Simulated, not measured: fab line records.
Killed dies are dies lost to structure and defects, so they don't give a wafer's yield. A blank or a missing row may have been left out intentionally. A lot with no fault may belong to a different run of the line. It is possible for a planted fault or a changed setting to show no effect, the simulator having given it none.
Which of the tools did it? || flow sky130 || 13 lots, 38 wafers sampled, at 5 steps of a route of 708

WHAT THE GAUGES SHOWED, per wafer
SKY_PAD_OPEN_BOW_MEAS_13.
{"lot": "L264", "measured": "day 45 16:28", "on": "film_metro-01", "PAD_OPEN_BOW (um)": "45 51 48"}
{"lot": "L265", "measured": "day 45 21:49", "on": "film_metro-01", "PAD_OPEN_BOW (um)": "55 62 53"}
{"lot": "L266", "measured": "day 46 13:09", "on": "film_metro-01", "PAD_OPEN_BOW (um)": "33 29 39"}
{"lot": "L267", "measured": "day 46 14:46", "on": "film_metro-01", "PAD_OPEN_BOW (um)": "52 43 59"}
{"lot": "L268", "measured": "day 47 14:46", "on": "film_metro-03", "PAD_OPEN_BOW (um)": "43 42 43"}
{"lot": "L270", "measured": "day 47 18:53", "on": "film_metro-02", "PAD_OPEN_BOW (um)": "54 54 56"}
{"lot": "L269", "measured": "day 47 20:02", "on": "film_metro-01", "PAD_OPEN_BOW (um)": "48 38 46"}
{"lot": "L276", "measured": "day 48 16:29", "on": "film_metro-01", "PAD_OPEN_BOW (um)": "57 55 38"}
{"lot": "L278", "measured": "day 48 22:38", "on": "film_metro-01", "PAD_OPEN_BOW (um)": 50}
{"lot": "L282", "measured": "day 49 22:28", "on": "film_metro-03", "PAD_OPEN_BOW (um)": "39 21 37"}
{"lot": "L284", "measured": "day 50 05:19", "on": "film_metro-01", "PAD_OPEN_BOW (um)": "59 49 52"}
{"lot": "L285", "measured": "day 50 08:16", "on": "film_metro-03", "PAD_OPEN_BOW (um)": "56 62 56"}
{"lot": "L286", "measured": "day 50 12:41", "on": "film_metro-02", "PAD_OPEN_BOW (um)": "54 56 68"}

WHAT TOOL EACH LOT RAN ON (gives the tool, then ch and the chambers of the sampled wafers, and finally the start)
{"lot": "L264", "SKY_CAP2M_METAL_ETCH_13": "rie_metal-04 ch 0,1, day 40 15:32", "SKY_VIA4_CMP_02": "cmp-01 ch 0,2,3, day 41 17:41", "SKY_PASSIVATION_ETCH_11": "rie_diel-04 ch 0,1,3, day 44 16:59", "SKY_PASSIVATION_STRIP_12": "plasma_asher-04 ch 0,1, day 44 17:06"}
{"lot": "L265", "SKY_CAP2M_METAL_ETCH_13": "rie_metal-02 ch 0,1, day 40 20:50", "SKY_VIA4_CMP_02": "cmp-01 ch 1,2,3, day 41 23:05", "SKY_PASSIVATION_ETCH_11": "rie_diel-04 ch 1,2,3, day 44 22:03", "SKY_PASSIVATION_STRIP_12": "plasma_asher-04 ch 0,1, day 44 22:11"}
{"lot": "L266", "SKY_CAP2M_METAL_ETCH_13": "rie_metal-03 ch 0,1, day 41 15:25", "SKY_VIA4_CMP_02": "cmp-01 ch 0,1,3, day 42 16:52", "SKY_PASSIVATION_ETCH_11": "rie_diel-01 ch 0,2,3, day 45 13:50", "SKY_PASSIVATION_STRIP_12": "plasma_asher-02 ch 0,1, day 45 13:57"}
{"lot": "L267", "SKY_CAP2M_METAL_ETCH_13": "rie_metal-02 ch 0,1, day 41 17:32", "SKY_VIA4_CMP_02": "cmp-02 ch 1,2, day 42 18:55", "SKY_PASSIVATION_ETCH_11": "rie_diel-03 ch 0,1,2, day 45 16:15", "SKY_PASSIVATION_STRIP_12": "plasma_asher-03 ch 0,1, day 45 16:22"}
{"lot": "L268", "SKY_CAP2M_METAL_ETCH_13": "rie_metal-02 ch 0,1, day 42 20:40", "SKY_VIA4_CMP_02": "cmp-01 ch 1,2, day 43 21:46", "SKY_PASSIVATION_ETCH_11": "rie_diel-03 ch 0,2,3, day 46 16:36", "SKY_PASSIVATION_STRIP_12": "plasma_asher-04 ch 0,1, day 46 16:44"}
{"lot": "L270", "SKY_CAP2M_METAL_ETCH_13": "rie_metal-03 ch 0,1, day 42 23:56", "SKY_VIA4_CMP_02": "cmp-02 ch 0,2,3, day 44 00:48", "SKY_PASSIVATION_ETCH_11": "rie_diel-04 ch 1,2,3, day 46 20:06", "SKY_PASSIVATION_STRIP_12": "plasma_asher-02 ch 0,1, day 46 20:13"}
{"lot": "L269", "SKY_CAP2M_METAL_ETCH_13": "rie_metal-02 ch 0,1, day 43 02:22", "SKY_VIA4_CMP_02": "cmp-01 ch 0,3, day 44 02:11", "SKY_PASSIVATION_ETCH_11": "rie_diel-03 ch 0,2,3, day 46 20:49", "SKY_PASSIVATION_STRIP_12": "plasma_asher-03 ch 0, day 46 20:56"}
{"lot": "L276", "SKY_CAP2M_METAL_ETCH_13": "rie_metal-03 ch 0,1, day 44 02:47", "SKY_VIA4_CMP_02": "cmp-02 ch 0,1, day 45 02:49", "SKY_PASSIVATION_ETCH_11": "rie_diel-03 ch 0,1,3, day 47 19:38", "SKY_PASSIVATION_STRIP_12": "plasma_asher-02 ch 0,1, day 47 19:45"}
{"lot": "L278", "SKY_CAP2M_METAL_ETCH_13": "rie_metal-02 ch 0,1, day 44 10:06", "SKY_VIA4_CMP_02": "cmp-02 ch 0,1, day 45 09:43", "SKY_PASSIVATION_ETCH_11": "rie_diel-04 ch 0,3, day 48 01:30", "SKY_PASSIVATION_STRIP_12": "plasma_asher-04 ch 1, day 48 01:38"}
{"lot": "L282", "SKY_CAP2M_METAL_ETCH_13": "rie_metal-04 ch 0,1, day 45 16:35", "SKY_VIA4_CMP_02": "cmp-01 ch 0,1,3, day 46 15:00", "SKY_PASSIVATION_ETCH_11": "rie_diel-01 ch 0,2,3, day 49 03:24", "SKY_PASSIVATION_STRIP_12": "plasma_asher-02 ch 0,1, day 49 03:31"}
{"lot": "L284", "SKY_CAP2M_METAL_ETCH_13": "rie_metal-02 ch 0,1, day 46 00:30", "SKY_VIA4_CMP_02": "cmp-01 ch 1,2,3, day 46 23:10", "SKY_PASSIVATION_ETCH_11": "rie_diel-01 ch 0,2,3, day 49 10:29", "SKY_PASSIVATION_STRIP_12": "plasma_asher-03 ch 0,1, day 49 10:38"}
{"lot": "L285", "SKY_CAP2M_METAL_ETCH_13": "rie_metal-03 ch 0,1, day 46 02:32", "SKY_VIA4_CMP_02": "cmp-01 ch 2,3, day 47 00:47", "SKY_PASSIVATION_ETCH_11": "rie_diel-03 ch 1,2,3, day 49 12:42", "SKY_PASSIVATION_STRIP_12": "plasma_asher-02 ch 0,1, day 49 12:49"}
{"lot": "L286", "SKY_CAP2M_METAL_ETCH_13": "rie_metal-03 ch 0,1, day 46 12:04", "SKY_VIA4_CMP_02": "cmp-02 ch 0,1,3, day 47 10:14", "SKY_PASSIVATION_ETCH_11": "rie_diel-01 ch 0,3, day 49 18:21", "SKY_PASSIVATION_STRIP_12": "plasma_asher-03 ch 0,1, day 49 18:28"}
- SKY_CAP2M_METAL_ETCH_13: etches TiN in Cl2/BCl3, stops on SiO2, target depth 220 nm, time 62.9 s.
- SKY_VIA4_CMP_02: polishes SiO2.
- SKY_PASSIVATION_ETCH_11: etches the open film in CF4/O2, stops on AlCu, target depth 725 nm, time 161.1 s.
- SKY_PASSIVATION_STRIP_12: strips in O2/N2.

AS READ BY THE TOOLS THEMSELVES (means over the sampled wafers that have a number; for cases with no such wafer, the mark the record gives instead)
SKY_CAP2M_METAL_ETCH_13.
{"lot": "L264", "tool": "rie_metal-04", "drypump_motor_current_A (A)": 5.71, "oes_product_au (a.u.)": 0.945, "throttle_valve_pct (%)": 21.912}
{"lot": "L265", "tool": "rie_metal-02", "drypump_motor_current_A (A)": 5.94, "oes_product_au (a.u.)": 0.932, "throttle_valve_pct (%)": 21.904}
{"lot": "L266", "tool": "rie_metal-03", "drypump_motor_current_A (A)": 5.60, "oes_product_au (a.u.)": 0.947, "throttle_valve_pct (%)": 21.894}
{"lot": "L267", "tool": "rie_metal-02", "drypump_motor_current_A (A)": 5.94, "oes_product_au (a.u.)": 0.951, "throttle_valve_pct (%)": 21.899}
{"lot": "L268", "tool": "rie_metal-02", "drypump_motor_current_A (A)": 5.92, "oes_product_au (a.u.)": 0.938, "throttle_valve_pct (%)": 21.907}
{"lot": "L270", "tool": "rie_metal-03", "drypump_motor_current_A (A)": 5.60, "oes_product_au (a.u.)": 0.941, "throttle_valve_pct (%)": 21.910}
{"lot": "L269", "tool": "rie_metal-02", "drypump_motor_current_A (A)": 5.90, "oes_product_au (a.u.)": 0.942, "throttle_valve_pct (%)": 21.897}
{"lot": "L276", "tool": "rie_metal-03", "drypump_motor_current_A (A)": 5.59, "oes_product_au (a.u.)": 0.951, "throttle_valve_pct (%)": 21.893}
{"lot": "L278", "tool": "rie_metal-02", "drypump_motor_current_A (A)": 5.92, "oes_product_au (a.u.)": 0.950, "throttle_valve_pct (%)": 21.901}
{"lot": "L282", "tool": "rie_metal-04", "drypump_motor_current_A (A)": 5.72, "oes_product_au (a.u.)": 0.940, "throttle_valve_pct (%)": 21.902}
{"lot": "L284", "tool": "rie_metal-02", "drypump_motor_current_A (A)": 5.94, "oes_product_au (a.u.)": 0.938, "throttle_valve_pct (%)": 21.902}
{"lot": "L285", "tool": "rie_metal-03", "drypump_motor_current_A (A)": 5.59, "oes_product_au (a.u.)": 0.956, "throttle_valve_pct (%)": 21.885}
{"lot": "L286", "tool": "rie_metal-03", "drypump_motor_current_A (A)": 5.60, "oes_product_au (a.u.)": 0.943, "throttle_valve_pct (%)": 21.909}

SKY_VIA4_CMP_02.
{"lot": "L264", "tool": "cmp-01", "head_pressure_psi (psi)": 3.998, "motor_current_A (A)": 12.0}
{"lot": "L265", "tool": "cmp-01", "head_pressure_psi (psi)": 3.991, "motor_current_A (A)": 11.4}
{"lot": "L266", "tool": "cmp-01", "head_pressure_psi (psi)": 4.004, "motor_current_A (A)": 11.1}
{"lot": "L267", "tool": "cmp-02", "head_pressure_psi (psi)": 4.001, "motor_current_A (A)": 12.6}
{"lot": "L268", "tool": "cmp-01", "head_pressure_psi (psi)": 3.991, "motor_current_A (A)": 12.7}
{"lot": "L270", "tool": "cmp-02", "head_pressure_psi (psi)": 3.991, "motor_current_A (A)": 13.1}
{"lot": "L269", "tool": "cmp-01", "head_pressure_psi (psi)": 4.002, "motor_current_A (A)": 10.9}
{"lot": "L276", "tool": "cmp-02", "head_pressure_psi (psi)": 3.999, "motor_current_A (A)": 12.7}
{"lot": "L278", "tool": "cmp-02", "head_pressure_psi (psi)": 3.998, "motor_current_A (A)": 12.6}
{"lot": "L282", "tool": "cmp-01", "head_pressure_psi (psi)": 4.004, "motor_current_A (A)": 11.2}
{"lot": "L284", "tool": "cmp-01", "head_pressure_psi (psi)": 3.999, "motor_current_A (A)": 11.1}
{"lot": "L285", "tool": "cmp-01", "head_pressure_psi (psi)": 4.000, "motor_current_A (A)": 10.9}
{"lot": "L286", "tool": "cmp-02", "head_pressure_psi (psi)": 3.995, "motor_current_A (A)": 12.6}

SKY_PASSIVATION_ETCH_11.
{"lot": "L264", "tool": "rie_diel-04", "drypump_motor_current_A (A)": 6.0, "oes_product_au (a.u.)": 0.982, "throttle_valve_pct (%)": 5.970}
{"lot": "L265", "tool": "rie_diel-04", "drypump_motor_current_A (A)": 6.0, "oes_product_au (a.u.)": 0.986, "throttle_valve_pct (%)": 5.968}
{"lot": "L266", "tool": "rie_diel-01", "drypump_motor_current_A (A)": 5.8, "oes_product_au (a.u.)": 0.979, "throttle_valve_pct (%)": 5.964}
{"lot": "L267", "tool": "rie_diel-03", "drypump_motor_current_A (A)": 5.0, "oes_product_au (a.u.)": 0.984, "throttle_valve_pct (%)": 5.956}
{"lot": "L268", "tool": "rie_diel-03", "drypump_motor_current_A (A)": 5.3, "oes_product_au (a.u.)": 0.981, "throttle_valve_pct (%)": 5.957}
{"lot": "L270", "tool": "rie_diel-04", "drypump_motor_current_A (A)": 6.0, "oes_product_au (a.u.)": 0.989, "throttle_valve_pct (%)": 5.969}
{"lot": "L269", "tool": "rie_diel-03", "drypump_motor_current_A (A)": 5.3, "oes_product_au (a.u.)": 0.981, "throttle_valve_pct (%)": 5.966}
{"lot": "L276", "tool": "rie_diel-03", "drypump_motor_current_A (A)": 5.5, "oes_product_au (a.u.)": 0.978, "throttle_valve_pct (%)": 5.962}
{"lot": "L278", "tool": "rie_diel-04", "drypump_motor_current_A (A)": 6.0, "oes_product_au (a.u.)": 0.929, "throttle_valve_pct (%)": 5.939}
{"lot": "L282", "tool": "rie_diel-01", "drypump_motor_current_A (A)": 5.8, "oes_product_au (a.u.)": 0.975, "throttle_valve_pct (%)": 5.971}
{"lot": "L284", "tool": "rie_diel-01", "drypump_motor_current_A (A)": 5.8, "oes_product_au (a.u.)": 0.985, "throttle_valve_pct (%)": 5.960}
{"lot": "L285", "tool": "rie_diel-03", "drypump_motor_current_A (A)": 5.5, "oes_product_au (a.u.)": 0.979, "throttle_valve_pct (%)": 5.963}
{"lot": "L286", "tool": "rie_diel-01", "drypump_motor_current_A (A)": 5.8, "oes_product_au (a.u.)": 0.982, "throttle_valve_pct (%)": 5.973}

SKY_PASSIVATION_STRIP_12.
{"lot": "L264", "tool": "plasma_asher-04", "drypump_motor_current_A (A)": 5.9, "oes_product_au (a.u.)": 0.661, "strip_time_to_endpoint_s (s)": 31.48}
{"lot": "L265", "tool": "plasma_asher-04", "drypump_motor_current_A (A)": 5.9, "oes_product_au (a.u.)": 0.656, "strip_time_to_endpoint_s (s)": 31.35}
{"lot": "L266", "tool": "plasma_asher-02", "drypump_motor_current_A (A)": 5.4, "oes_product_au (a.u.)": 0.655, "strip_time_to_endpoint_s (s)": 31.28}
{"lot": "L267", "tool": "plasma_asher-03", "drypump_motor_current_A (A)": 5.2, "oes_product_au (a.u.)": 0.659, "strip_time_to_endpoint_s (s)": 31.56}
{"lot": "L268", "tool": "plasma_asher-04", "drypump_motor_current_A (A)": 5.8, "oes_product_au (a.u.)": 0.662, "strip_time_to_endpoint_s (s)": 31.53}
{"lot": "L270", "tool": "plasma_asher-02", "drypump_motor_current_A (A)": 5.4, "oes_product_au (a.u.)": 0.656, "strip_time_to_endpoint_s (s)": 31.57}
{"lot": "L269", "tool": "plasma_asher-03", "drypump_motor_current_A (A)": 5.4, "oes_product_au (a.u.)": 0.663, "strip_time_to_endpoint_s (s)": 31.56}
{"lot": "L276", "tool": "plasma_asher-02", "drypump_motor_current_A (A)": 5.5, "oes_product_au (a.u.)": 0.657, "strip_time_to_endpoint_s (s)": 31.46}
{"lot": "L278", "tool": "plasma_asher-04", "drypump_motor_current_A (A)": 5.7, "oes_product_au (a.u.)": 0.668, "strip_time_to_endpoint_s (s)": 31.98}
{"lot": "L282", "tool": "plasma_asher-02", "drypump_motor_current_A (A)": 5.5, "oes_product_au (a.u.)": 0.664, "strip_time_to_endpoint_s (s)": 31.42}
{"lot": "L284", "tool": "plasma_asher-03", "drypump_motor_current_A (A)": 5.3, "oes_product_au (a.u.)": 0.661, "strip_time_to_endpoint_s (s)": 31.54}
{"lot": "L285", "tool": "plasma_asher-02", "drypump_motor_current_A (A)": 5.5, "oes_product_au (a.u.)": 0.661, "strip_time_to_endpoint_s (s)": 31.45}
{"lot": "L286", "tool": "plasma_asher-03", "drypump_motor_current_A (A)": 5.1, "oes_product_au (a.u.)": 0.658, "strip_time_to_endpoint_s (s)": 31.44}

THE ANSWER, worked out from the rows above alone
Rule: the lots themselves supply what counts as usual. Put in order of their means at a reading, lots are off if they are a third of the lots or fewer, leave a main group of 4 or more, and stand apart from it by a gap of 3 or more times the standard deviation of the main group's means; of several such gaps the widest counts. Not used: any main group whose means are identical at the precision the tables above print for the reading. Also off: a lot with no number at a reading for which 4 or more lots have one. The other lots that the step has rows for count as sound. The gauges are gone through in route order, then the tools' own readings, and for those a lot's mean is taken as printed above. The first step at which some lot is off is used, and at that step the reading that is off furthest; a lot without a number counts as furthest.
Off: L278 (SKY_PASSIVATION_ETCH_11, oes_product_au). Mean 0.982 a.u. and standard deviation 0.0037 in the main group.
If a tool, at that step or one of the process steps before it, ran each lot that is off and ran no sound lot following the first of them, it fits. One fits: SKY_PASSIVATION_ETCH_11 on rie_diel-04. A fault onset in the window from L270 (day 46 20:06, its last sound lot) to L278 (day 48 01:30, its first lot off) fits.
On the lots that are off, the tool's own readings at SKY_PASSIVATION_ETCH_11 differ by more than 5 times the standard deviation of the sound lots' means, which bears it out; oes_product_au reads 0.929 a.u. there versus 0.982 a.u. on the sound lots.

WHAT HAD BEEN PUT IN BY THE SIMULATOR
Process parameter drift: rie_diel-04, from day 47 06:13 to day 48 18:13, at SKY_PASSIVATION_ETCH_11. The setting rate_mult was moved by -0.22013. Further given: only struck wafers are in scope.
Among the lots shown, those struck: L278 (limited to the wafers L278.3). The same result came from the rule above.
